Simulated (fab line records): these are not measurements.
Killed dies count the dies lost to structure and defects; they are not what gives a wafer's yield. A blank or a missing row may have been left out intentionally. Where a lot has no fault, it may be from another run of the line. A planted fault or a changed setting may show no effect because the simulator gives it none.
What tool caused it? :: flow gf180mcu :: 13 lots with 39 wafers sampled at 4 steps, on a route of 602 steps

== WHAT THE GAUGES SHOWED, per wafer ==
GF_MVPSD_OVL_MEAS_07.
lot: L625
measured: day 5 01:06
on: overlay-02
MVPSD_OVL (nm): 0.7 -1.1 -0.4

lot: L626
measured: day 5 10:04
on: overlay-02
MVPSD_OVL (nm): -2.7 -1.3 -1.9

lot: L627
measured: day 5 14:59
on: overlay-02
MVPSD_OVL (nm): 0.5 -2.5 -2.3

lot: L628
measured: day 5 19:51
on: overlay-01
MVPSD_OVL (nm): 0.8 -0.4 -0.6

lot: L629
measured: day 6 02:26
on: overlay-01
MVPSD_OVL (nm): -0.9 -0.9 -1.1

lot: L631
measured: day 6 13:14
on: overlay-02
MVPSD_OVL (nm): 0.6 -1.6 0.4

lot: L633
measured: day 7 01:29
on: overlay-02
MVPSD_OVL (nm): -0.1 0.2 0.0

lot: L635
measured: day 7 12:10
on: overlay-01
MVPSD_OVL (nm): 1.0 0.5 -0.6

lot: L637
measured: day 8 01:20
on: overlay-02
MVPSD_OVL (nm): - - -

lot: L641
measured: day 8 23:37
on: overlay-02
MVPSD_OVL (nm): -0.4 -2.2 0.3

lot: L646
measured: day 10 06:13
on: overlay-02
MVPSD_OVL (nm): -2.0 -2.7 -2.5

lot: L648
measured: day 10 19:07
on: overlay-01
MVPSD_OVL (nm): -2.5 -0.7 -0.8

lot: L647
measured: day 10 19:37
on: overlay-01
MVPSD_OVL (nm): -2.5 -2.3 -0.6

GF_MVPSD_TW_MEAS_11.
lot: L625
measured: day 5 01:32
on: film-metro-01
MVPSD_TW: 570 569 569

lot: L626
measured: day 5 10:31
on: film-metro-03
MVPSD_TW: 562 562 563

lot: L627
measured: day 5 15:25
on: film-metro-03
MVPSD_TW: 564 563 566

lot: L628
measured: day 5 20:17
on: film-metro-04
MVPSD_TW: 552 555 557

lot: L629
measured: day 6 02:53
on: film-metro-01
MVPSD_TW: 557 560 561

lot: L631
measured: day 6 13:40
on: film-metro-04
MVPSD_TW: 552 551 550

lot: L633
measured: day 7 01:55
on: film-metro-03
MVPSD_TW: 568 566 569

lot: L635
measured: day 7 12:37
on: film-metro-01
MVPSD_TW: 561 567 564

lot: L637
measured: day 8 01:47
on: film-metro-01
MVPSD_TW: 30 30 30

lot: L641
measured: day 9 00:04
on: film-metro-01
MVPSD_TW: 567 560 563

lot: L646
measured: day 10 06:39
on: film-metro-03
MVPSD_TW: 563 565 562

lot: L648
measured: day 10 19:34
on: film-metro-01
MVPSD_TW: 564 560 562

lot: L647
measured: day 10 20:03
on: film-metro-04
MVPSD_TW: 552 552 556

GF_VT_IMPLANT_TW_MEAS_43.
lot: L625
measured: day 7 14:11
on: film-metro-02
VT_IMPLANT_4_TW: 689 691 690

lot: L626
measured: day 8 00:18
on: film-metro-03
VT_IMPLANT_4_TW: 708 707 704

lot: L627
measured: day 8 06:02
on: film-metro-03
VT_IMPLANT_4_TW: 708 709 713

lot: L628
measured: day 8 10:59
on: film-metro-03
VT_IMPLANT_4_TW: 707 710 709

lot: L629
measured: day 8 18:56
on: film-metro-03
VT_IMPLANT_4_TW: 703 709 702

lot: L631
measured: day 9 07:04
on: film-metro-03
VT_IMPLANT_4_TW: 703 701 707

lot: L633
measured: day 9 18:58
on: film-metro-04
VT_IMPLANT_4_TW: 688 689 692

lot: L635
measured: day 10 08:04
on: film-metro-03
VT_IMPLANT_4_TW: 700 705 701

lot: L637
measured: day 10 21:51
on: film-metro-03
VT_IMPLANT_4_TW: 701 705 705

lot: L641
measured: day 11 22:37
on: film-metro-03
VT_IMPLANT_4_TW: 713 710 709

lot: L646
measured: day 13 09:22
on: film-metro-03
VT_IMPLANT_4_TW: 705 704 706

lot: L648
measured: day 14 00:43
on: film-metro-03
VT_IMPLANT_4_TW: 706 710 707

lot: L647
measured: day 14 01:58
on: film-metro-04
VT_IMPLANT_4_TW: 681 682 685

== WHICH TOOL RAN EACH LOT (tool, then ch and the chambers of the sampled wafers, then the start) ==
lot: L625
GF_MVPSD_EXPOSE_04: iline-stepper-02 ch 0, day 4 18:12

lot: L626
GF_MVPSD_EXPOSE_04: iline-stepper-01 ch 0, day 5 02:59

lot: L627
GF_MVPSD_EXPOSE_04: iline-stepper-01 ch 0, day 5 07:08

lot: L628
GF_MVPSD_EXPOSE_04: iline-stepper-01 ch 0, day 5 12:41

lot: L629
GF_MVPSD_EXPOSE_04: iline-stepper-02 ch 0, day 5 19:38

lot: L631
GF_MVPSD_EXPOSE_04: iline-stepper-01 ch 0, day 6 05:43

lot: L633
GF_MVPSD_EXPOSE_04: iline-stepper-01 ch 0, day 6 17:42

lot: L635
GF_MVPSD_EXPOSE_04: iline-stepper-02 ch 0, day 7 05:01

lot: L637
GF_MVPSD_EXPOSE_04: iline-stepper-01 ch 0, day 7 17:34

lot: L641
GF_MVPSD_EXPOSE_04: iline-stepper-01 ch 0, day 8 15:17

lot: L646
GF_MVPSD_EXPOSE_04: iline-stepper-01 ch 0, day 9 21:49

lot: L648
GF_MVPSD_EXPOSE_04: iline-stepper-01 ch 0, day 10 10:23

lot: L647
GF_MVPSD_EXPOSE_04: iline-stepper-01 ch 0, day 10 10:55
- GF_MVPSD_EXPOSE_04: exposes mask MVPSD, target cd 1000 nm.

== WHAT THE TOOLS THEMSELVES READ (means of the sampled wafers that have a number; where no wafer has one, the mark that the record gives instead) ==
The record holds no such reading with a usual standard deviation.

== THE ANSWER, worked out from the rows above alone ==
Rule: the usual values come from the lots themselves. Put in order of their means at a reading, lots are off if they are a third of the lots or fewer, leave a main group of 4 or more, and stand apart from it by a gap of 3 or more times the standard deviation of the main group's means; of several such gaps the widest counts. If all means in a main group match to the digits the tables above print for the reading, that group is not used. A lot without any number at a reading at which 4 lots or more have one is off too. Where the step has rows for the other lots, those lots are counted as sound. The gauges are gone through in route order, then the tools' own readings, and for those a lot's mean is taken as printed above. The first step at which some lot is off is used, and at that step the reading that is off furthest; a lot without a number counts as furthest.
Off: L637, seen at GF_MVPSD_OVL_MEAS_07 (MVPSD_OVL). Without a number there: L637. The main group has a mean of -0.9 nm with a standard deviation of 0.85.
If a tool, at a process step before that reading, ran all the lots that are off and no sound lot after the first of them, it fits. The gauges at GF_MVPSD_OVL_MEAS_07 aren't tried: what is off there is off at GF_MVPSD_TW_MEAS_11 too, on other tools, and a gauge's error can't cause that. Of those tried, none fits.

== WHAT HAD BEEN PUT IN BY THE SIMULATOR ==
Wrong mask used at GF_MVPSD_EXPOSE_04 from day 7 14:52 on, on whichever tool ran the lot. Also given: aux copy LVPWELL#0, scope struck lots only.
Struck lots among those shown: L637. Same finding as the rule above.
